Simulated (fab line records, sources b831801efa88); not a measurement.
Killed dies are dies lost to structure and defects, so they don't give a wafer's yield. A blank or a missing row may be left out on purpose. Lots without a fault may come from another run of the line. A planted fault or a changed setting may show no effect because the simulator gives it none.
fab line records | flow sky130 | part 2 of 2: steps 29 to 35 of 35
record lots=5 wafers=15 last_day=48
route steps=708 shown LOCAL_INTERCONNECT@405 CONTACT@406 METAL1@434
lots that met no fault: from a run of the same line without faults
start_h: hours from the record's first day to the start of the lot's first wafer shown | wait_h: hours since the lot's step before | " the same as in the row above | L1.1+2: a row that stands for several wafers | - no value, or no start given | * or withheld: withheld | < > ~ a bound
route shown NAME@n: a module of which the file shows steps, and the number in the route of the first | usual: mean/standard deviation of fault-free wafers | same: alike in all rows | chamber/n: place in a boat | sites: the reading at each site | _std_site: their standard deviation | _edge_site: outer sites' mean less inner sites' | radius_mm: how far each site lies from the wafer's centre | mask NAME#n: copy n | behind: the tool/chamber that last shaped the wafer | hold: why the lot was held/for how many hours/how that ended | device: the transistor (n, p or np) that didn't switch | end of line: the same wafers' tests at the end of the route | a step without rows: its recipe alone | killed: dies lost to structure and defects at the first sort, not the wafer's yield | map: a wafer's dies, x killed, . not, _ none there
set.NAME: the setting as run; set.NAME@STEP: as run at that earlier step | model.NAME: the simulator's own value behind a step, which no gauge read
lots at some steps of the route; a table a step, a row a wafer
services: from which hour (start_h, from the record's first day; less than 0 if before it) a tool's chamber was out of use, for how many hours, and why
## steps
# step SKY_CONTACT_CMP_27
# recipe stop_on=SiO2 t_overpolish_s=15 down_force_psi=3.5 platen_rpm=60 target_thk_nm=0 pad_velocity_m_s=0.94248
# usual motor_current_A=10.4/0.89 overpolish_run_s=14.999/0.0089 slurry_filter_dp_kPa=13.48/0.14 slurry_flow_ml_min=150.0/0.45 time_to_endpoint_s=82/3.2
# columns lot.wafer tool chamber start_h wait_h motor_current_A overpolish_run_s slurry_filter_dp_kPa slurry_flow_ml_min time_to_endpoint_s
L080.1 cmp-01 3 779.18 0.2 9.4 15.005 13.75 150.5 84
L080.5 " 0 " " 11.2 14.992 13.39 150.2 83
L080.6 " 1 " " 10.3 14.998 13.64 150.8 84
L082.4 cmp-01 3 791.92 0.4 9.2 15.003 13.43 150.3 79
L082.3 " 0 " " 12.0 14.996 13.40 150.3 82
L082.6 " 0 " " 12.0 14.994 13.50 150.8 79
L083.3 cmp-01 2 796.90 0.3 9.8 15.003 13.55 150.3 78
L083.5 " 0 " " 11.8 15.012 13.55 149.5 78
L083.6 " 1 " " 10.8 15.001 13.39 150.3 78
L084.4 cmp-01 0 812.62 0.0 11.7 14.980 13.25 149.4 77
L084.2 " 2 " " 10.0 15.012 13.63 150.0 73
L084.6 " 1 " " 11.2 15.001 13.61 150.4 75
L087.1 cmp-02 1 827.65 0.3 9.0 14.986 13.52 150.0 86
L087.2 " 2 " " 11.6 15.000 13.33 150.5 83
L087.4 " 0 " " 10.9 15.000 13.43 149.8 84
# step SKY_METAL1_SPUTTER_00
# recipe material=Ti target_thk_nm=15 power_w=3000 time_s=10 chamber_pressure_pa=0.4
# usual cathode_dc_power_W=3000.0/0.51 chamber_pressure_pa=0.3998/0.00078 throttle_valve_pct=30.3/1
# columns lot.wafer tool chamber start_h wait_h cathode_dc_power_W chamber_pressure_pa throttle_valve_pct
L080.1 pvd_sputter-04 - 779.33 0.1 3000.3 0.3991 31.0
L080.5 " - " " 3000.3 0.3997 30.9
L080.6 " - " " 2999.7 0.4006 29.7
L082.3 pvd_sputter-03 - 792.22 0.2 3000.1 0.3990 31.1
L082.4 " - " " 2999.2 0.4001 30.6
L082.6 " - " " 3000.5 0.3989 30.9
L083.3 pvd_sputter-01 - 797.10 0.1 3000.0 0.4005 31.1
L083.5 " - " " 2999.9 0.3993 30.0
L083.6 " - " " 2999.8 0.3989 31.2
L084.2 pvd_sputter-04 - 812.92 0.1 3000.0 0.3986 31.3
L084.4 " - " " 2999.4 0.4007 30.5
L084.6 " - " " 3000.1 0.3997 30.7
L087.1 pvd_sputter-01 - 827.95 0.2 3000.7 0.3995 30.3
L087.2 " - " " 3001.0 0.3992 28.8
L087.4 " - " " 3000.0 0.3992 31.1
# step SKY_METAL1_SPUTTER_01
# recipe material=TiN target_thk_nm=20 power_w=6500 time_s=16.7 chamber_pressure_pa=0.4
# usual cathode_dc_power_W=6500.0/1.2 chamber_pressure_pa=0.4001/0.00076 throttle_valve_pct=30.3/1
# columns lot.wafer tool chamber start_h wait_h cathode_dc_power_W chamber_pressure_pa throttle_valve_pct
L080.1 pvd_sputter-04 - 779.35 0.0 6499.8 0.3991 30.7
L080.5 " - " " 6500.4 0.4006 30.8
L080.6 " - " " 6499.9 0.4002 29.6
L082.3 pvd_sputter-03 - 792.24 0.0 6502.0 0.4003 30.9
L082.4 " - " " 6501.6 0.4006 30.7
L082.6 " - " " 6500.0 0.3983 30.8
L083.3 pvd_sputter-01 - 797.13 0.0 6500.8 0.3992 30.9
L083.5 " - " " 6500.2 0.4009 30.1
L083.6 " - " " 6500.8 0.4000 31.2
L084.2 pvd_sputter-04 - 812.94 0.0 6500.8 0.4002 31.1
L084.4 " - " " 6500.2 0.4000 30.2
L084.6 " - " " 6499.0 0.4006 30.6
L087.1 pvd_sputter-01 - 827.97 0.0 6500.0 0.4005 30.1
L087.2 " - " " 6501.3 0.4003 28.8
L087.4 " - " " 6499.8 0.3996 31.0
# step SKY_METAL1_SPUTTER_02
# recipe material=AlCu target_thk_nm=250 power_w=10600 time_s=13.3 chamber_pressure_pa=0.4
# usual cathode_dc_power_W=10600/2 chamber_pressure_pa=0.4000/0.00084 throttle_valve_pct=30.3/1
# columns lot.wafer tool chamber start_h wait_h cathode_dc_power_W chamber_pressure_pa throttle_valve_pct
L080.1 pvd_sputter-04 - 779.38 0.0 10598 0.3989 30.9
L080.5 " - " " 10600 0.4006 30.9
L080.6 " - " " 10595 0.4006 29.8
L082.3 pvd_sputter-03 - 792.27 0.0 10601 0.4007 31.0
L082.4 " - " " 10597 0.3990 30.9
L082.6 " - " " 10601 0.4010 30.8
L083.3 pvd_sputter-01 - 797.15 0.0 10601 0.4011 30.9
L083.5 " - " " 10603 0.4008 30.0
L083.6 " - " " 10603 0.4010 31.1
L084.2 pvd_sputter-04 - 812.97 0.0 10598 0.3990 31.2
L084.4 " - " " 10599 0.3993 30.6
L084.6 " - " " 10599 0.4010 30.8
L087.1 pvd_sputter-01 - 827.99 0.0 10601 0.4005 30.2
L087.2 " - " " 10601 0.4013 28.9
L087.4 " - " " 10601 0.3998 31.1
# step SKY_METAL1_SPUTTER_03
# recipe material=Ti target_thk_nm=5 power_w=3000 time_s=3.3 chamber_pressure_pa=0.4
# usual cathode_dc_power_W=3000.0/0.56 chamber_pressure_pa=0.4000/0.00083 throttle_valve_pct=30.3/1
# columns lot.wafer tool chamber start_h wait_h cathode_dc_power_W chamber_pressure_pa throttle_valve_pct
L080.1 pvd_sputter-04 - 779.40 0.0 2999.6 0.4000 30.9
L080.5 " - " " 2999.1 0.4005 30.8
L080.6 " - " " 2999.7 0.4002 29.5
L082.3 pvd_sputter-03 - 792.29 0.0 2999.6 0.3987 31.0
L082.4 " - " " 3000.6 0.4009 30.4
L082.6 " - " " 3000.1 0.3986 31.0
L083.3 pvd_sputter-01 - 797.18 0.0 3000.2 0.3995 31.3
L083.5 " - " " 2998.6 0.3998 30.1
L083.6 " - " " 3000.3 0.3994 30.7
L084.2 pvd_sputter-04 - 812.99 0.0 3000.1 0.3994 31.1
L084.4 " - " " 2999.3 0.4021 30.5
L084.6 " - " " 3000.5 0.4003 30.7
L087.1 pvd_sputter-01 - 828.02 0.0 2999.7 0.3990 30.0
L087.2 " - " " 3000.9 0.4006 28.8
L087.4 " - " " 2999.9 0.3992 31.1
# step SKY_METAL1_SPUTTER_04
# recipe material=TiN target_thk_nm=70 power_w=6500 time_s=58.3 chamber_pressure_pa=0.4
# usual cathode_dc_power_W=6500.0/1.1 chamber_pressure_pa=0.3999/0.00073 throttle_valve_pct=30.3/1.1
# columns lot.wafer tool chamber start_h wait_h cathode_dc_power_W chamber_pressure_pa throttle_valve_pct
L080.1 pvd_sputter-04 - 779.42 0.0 6501.9 0.3993 31.1
L080.5 " - " " 6500.2 0.3980 31.0
L080.6 " - " " 6500.4 0.3990 29.7
L082.3 pvd_sputter-03 - 792.31 0.0 6498.5 0.3988 30.9
L082.4 " - " " 6498.2 0.4010 30.6
L082.6 " - " " 6500.9 0.3990 30.8
L083.3 pvd_sputter-01 - 797.20 0.0 6501.3 0.4009 31.2
L083.5 " - " " 6500.2 0.3995 30.0
L083.6 " - " " 6499.2 0.4010 31.1
L084.2 pvd_sputter-04 - 813.01 0.0 6501.8 0.4008 30.9
L084.4 " - " " 6500.2 0.3995 30.4
L084.6 " - " " 6500.8 0.3999 30.6
L087.1 pvd_sputter-01 - 828.04 0.0 6502.0 0.3994 30.1
L087.2 " - " " 6498.6 0.4008 28.6
L087.4 " - " " 6500.6 0.4001 30.9
# step SKY_METAL1_RS_MEAS_05
# recipe thk_meas_gauge=four-point-probe reads=TiN_of_METAL1_SPUTTER_04+Ti_of_METAL1_SPUTTER_03+AlCu_of_METAL1_SPUTTER_02+TiN_of_METAL1_SPUTTER_01+Ti_of_METAL1_SPUTTER_00
# usual METAL1_ALCU_RS=0.1261/0.0016
# columns lot.wafer tool chamber start_h wait_h METAL1_ALCU_RS[ohm/sq]
L080.1 film_metro-01 - 779.50 0.1 0.1256
L080.5 " - " " 0.1255
L080.6 " - " " 0.1250
L082.3 film_metro-02 - 792.40 0.1 0.1254
L082.4 " - " " 0.1266
L082.6 " - " " 0.1246
L083.3 film_metro-01 - 797.28 0.1 0.1288
L083.5 " - " " 0.1270
L083.6 " - " " 0.1291
L084.2 film_metro-04 - 813.08 0.0 0.1253
L084.4 " - " " 0.1280
L084.6 " - " " 0.1272
L087.1 film_metro-04 - 828.09 0.0 0.1269
L087.2 " - " " 0.1285
L087.4 " - " " 0.1281
## services
# columns tool chamber start_h hours kind
cvd_w-02 - 726.98 0.7 repair
hdpcvd-01 - 729.44 0.8 repair
wet_bench-04 - 729.96 3.0 repair
plasma_asher-04 - 731.74 2.8 pm
pvd_sputter-03 - 732.93 1.7 repair
wet_bench-03 - 733.25 7.2 repair
pvd_sputter-02 - 735.33 0.7 repair
pecvd-02 - 736.51 0.3 repair
cmp-02 - 744.00 4.0 pm
cmp-02 - 755.60 2.5 repair
cmp-02 - 756.77 61.1 repair
pvd_sputter-04 - 761.27 2.8 repair
pecvd-01 1 762.98 18.1 repair
plasma_asher-04 - 767.82 5.9 pm
pecvd-02 - 771.91 2.9 repair
krf_scanner-01 - 790.47 1.3 pm
pecvd-01 1 799.24 3.7 repair
hdpcvd-01 - 799.76 4.3 pm
rie_diel-03 - 800.11 0.2 repair
pecvd-01 - 800.94 1.3 repair
rie_diel-04 3 811.65 16.3 repair
cmp-01 - 822.86 5.5 pm
pecvd-01 1 827.30 19.3 repair
pecvd-02 1 827.85 14.1 repair
